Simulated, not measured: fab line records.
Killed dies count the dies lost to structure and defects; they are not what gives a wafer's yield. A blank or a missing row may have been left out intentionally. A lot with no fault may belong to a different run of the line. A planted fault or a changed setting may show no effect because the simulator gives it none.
Split-lot study / flow gf180mcu / 5 lots, 23 wafers read, on a route of 602 steps

## THE SPLIT
At GF_V5_CVD_23 (deposits W, target thk 350 nm, time 104.9 s), the setting pressureTorr was moved away from the recipe's 40 Torr on 20 of the 23 wafers read, by -7.4% to +11.8%. The other wafers ran this setting at the recipe's value.

There is no step in the file separating the split from the reading.

## THE READING
V5_W_RS in ohm/sq, measured at GF_V5_RS_MEAS_24 by four-point-probe. Fault-free wafers of this fab line usually give 0.327 ohm/sq, standard deviation 0.0031 ohm/sq.

wafer=L075.1; tool, chamber at the split=cvdW-01, 1; pressureTorr as run, Torr=37.44; against the recipe=-6.4%; V5_W_RS, ohm/sq=0.341; against lot-mates on the recipe=no lot-mate on the recipe
wafer=L075.2; tool, chamber at the split=cvdW-01, 0; pressureTorr as run, Torr=37.44; against the recipe=-6.4%; V5_W_RS, ohm/sq=0.340; against lot-mates on the recipe=no lot-mate on the recipe
wafer=L075.4; tool, chamber at the split=cvdW-01, 1; pressureTorr as run, Torr=37.44; against the recipe=-6.4%; V5_W_RS, ohm/sq=0.337; against lot-mates on the recipe=no lot-mate on the recipe
wafer=L075.5; tool, chamber at the split=cvdW-01, 1; pressureTorr as run, Torr=37.44; against the recipe=-6.4%; V5_W_RS, ohm/sq=0.339; against lot-mates on the recipe=no lot-mate on the recipe
wafer=L075.6; tool, chamber at the split=cvdW-01, 0; pressureTorr as run, Torr=37.44; against the recipe=-6.4%; V5_W_RS, ohm/sq=0.343; against lot-mates on the recipe=no lot-mate on the recipe
wafer=L078.2; tool, chamber at the split=cvdW-02, 0; pressureTorr as run, Torr=40; against the recipe=recipe; V5_W_RS, ohm/sq=0.336; against lot-mates on the recipe=-
wafer=L078.4; tool, chamber at the split=cvdW-02, 1; pressureTorr as run, Torr=40; against the recipe=recipe; V5_W_RS, ohm/sq=0.330; against lot-mates on the recipe=-
wafer=L078.6; tool, chamber at the split=cvdW-02, 0; pressureTorr as run, Torr=40; against the recipe=recipe; V5_W_RS, ohm/sq=0.335; against lot-mates on the recipe=-
wafer=L077.1; tool, chamber at the split=cvdW-01, 1; pressureTorr as run, Torr=44.27; against the recipe=+10.7%; V5_W_RS, ohm/sq=0.309; against lot-mates on the recipe=no lot-mate on the recipe
wafer=L077.2; tool, chamber at the split=cvdW-01, 0; pressureTorr as run, Torr=44.27; against the recipe=+10.7%; V5_W_RS, ohm/sq=0.311; against lot-mates on the recipe=no lot-mate on the recipe
wafer=L077.3; tool, chamber at the split=cvdW-01, 1; pressureTorr as run, Torr=44.27; against the recipe=+10.7%; V5_W_RS, ohm/sq=0.309; against lot-mates on the recipe=no lot-mate on the recipe
wafer=L077.4; tool, chamber at the split=cvdW-01, 0; pressureTorr as run, Torr=44.27; against the recipe=+10.7%; V5_W_RS, ohm/sq=0.309; against lot-mates on the recipe=no lot-mate on the recipe
wafer=L077.6; tool, chamber at the split=cvdW-01, 0; pressureTorr as run, Torr=44.27; against the recipe=+10.7%; V5_W_RS, ohm/sq=0.307; against lot-mates on the recipe=no lot-mate on the recipe
wafer=L081.2; tool, chamber at the split=cvdW-01, 0; pressureTorr as run, Torr=37.05; against the recipe=-7.4%; V5_W_RS, ohm/sq=0.342; against lot-mates on the recipe=no lot-mate on the recipe
wafer=L081.3; tool, chamber at the split=cvdW-01, 1; pressureTorr as run, Torr=37.05; against the recipe=-7.4%; V5_W_RS, ohm/sq=0.336; against lot-mates on the recipe=no lot-mate on the recipe
wafer=L081.4; tool, chamber at the split=cvdW-01, 0; pressureTorr as run, Torr=37.05; against the recipe=-7.4%; V5_W_RS, ohm/sq=0.341; against lot-mates on the recipe=no lot-mate on the recipe
wafer=L081.5; tool, chamber at the split=cvdW-01, 1; pressureTorr as run, Torr=37.05; against the recipe=-7.4%; V5_W_RS, ohm/sq=0.339; against lot-mates on the recipe=no lot-mate on the recipe
wafer=L081.6; tool, chamber at the split=cvdW-01, 0; pressureTorr as run, Torr=37.05; against the recipe=-7.4%; V5_W_RS, ohm/sq=0.337; against lot-mates on the recipe=no lot-mate on the recipe
wafer=L082.1; tool, chamber at the split=cvdW-01, 1; pressureTorr as run, Torr=44.7; against the recipe=+11.8%; V5_W_RS, ohm/sq=0.310; against lot-mates on the recipe=no lot-mate on the recipe
wafer=L082.2; tool, chamber at the split=cvdW-01, 0; pressureTorr as run, Torr=44.7; against the recipe=+11.8%; V5_W_RS, ohm/sq=0.308; against lot-mates on the recipe=no lot-mate on the recipe
wafer=L082.3; tool, chamber at the split=cvdW-01, 0; pressureTorr as run, Torr=44.7; against the recipe=+11.8%; V5_W_RS, ohm/sq=0.306; against lot-mates on the recipe=no lot-mate on the recipe
wafer=L082.5; tool, chamber at the split=cvdW-01, 1; pressureTorr as run, Torr=44.7; against the recipe=+11.8%; V5_W_RS, ohm/sq=0.308; against lot-mates on the recipe=no lot-mate on the recipe
wafer=L082.6; tool, chamber at the split=cvdW-01, 0; pressureTorr as run, Torr=44.7; against the recipe=+11.8%; V5_W_RS, ohm/sq=0.309; against lot-mates on the recipe=no lot-mate on the recipe

THE FIT
A straight line over all 23 wafers: V5_W_RS changes by -0.00172 ohm/sq for each +1% of pressureTorr; r = -0.98; the points scatter about the line by 0.003 ohm/sq.
Too few moved wafers with a lot-mate on the recipe to fit a line net of each lot's own level.

## THE WHOLE CHAIN: every reading that the file lists as answering this split, in the file's order
step=GF_V5_CVD_23; what it does=deposits W, target thk 350 nm, time 104.9 s; reading=W_of_V5_CVD_23.thkNm (the simulator's own value, which no gauge read); change (the file's fit)=+1.86 nm for each +1% of the setting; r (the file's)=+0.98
step=GF_V5_RS_MEAS_24; what it does=measures by four-point-probe; reading=V5_W_RS; change (the file's fit)=-0.00172 for each +1% of the setting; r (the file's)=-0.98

## FILE'S OWN FIT
V5_W_RS changes by -0.00172 ohm/sq for each +1% of pressureTorr, r = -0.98.
